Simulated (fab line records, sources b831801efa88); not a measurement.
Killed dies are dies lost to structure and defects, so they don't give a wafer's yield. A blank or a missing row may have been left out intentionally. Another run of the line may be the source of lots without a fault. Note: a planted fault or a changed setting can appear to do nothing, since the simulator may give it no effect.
Which tool did it? -- flow gf180mcu -- at 1 step of a route of 602, 12 lots with 36 wafers sampled

## WHAT THE GAUGES READ, wafer by wafer
GF_STI_BOW_MEAS_00.
lot,measured,on,INCOMING_BOW (um)
L075,day 1 15:00,film metro-02,5 -4 -2
L077,day 2 01:00,film metro-01,3 3 6
L079,day 2 11:00,film metro-04,2 -1 -1
L081,day 2 21:01,film metro-01,-10 -8 -1
L083,day 3 07:01,film metro-02,6 12 3
L085,day 3 17:02,film metro-02,-3 1 -1
L087,day 4 03:00,film metro-02,-14 -3 2
L089,day 4 13:02,film metro-02,-5 2 3
L091,day 4 23:02,film metro-04,-6 -3 -2
L093,day 5 09:00,film metro-04,0 13 -18
L095,day 5 19:00,film metro-04,-4 -4 -7
L097,day 6 05:00,film metro-01,2 3 11

## WHAT TOOL EACH LOT RAN ON (gives the tool, then ch and the chambers of the sampled wafers, and finally the start)
No process step before these readings appears in the record.

## THE ANSWER, worked out from the rows above alone
Rule: what is usual is taken from the lots themselves. Put in order of their means at a reading, lots are off if they are a third of the lots or fewer, leave a main group of 4 or more, and stand apart from it by a gap of 3 or more times the standard deviation of the main group's means; of several such gaps the widest counts. A main group whose means are all the same, to the digits that the tables above print for the reading, isn't used. Also off: a lot with no number at a reading for which 4 or more lots have one. All remaining lots with rows at the step are treated as sound.
Nothing can be told from this: no lot is off at any reading shown.

## WHAT HAD BEEN PUT IN BY THE SIMULATOR
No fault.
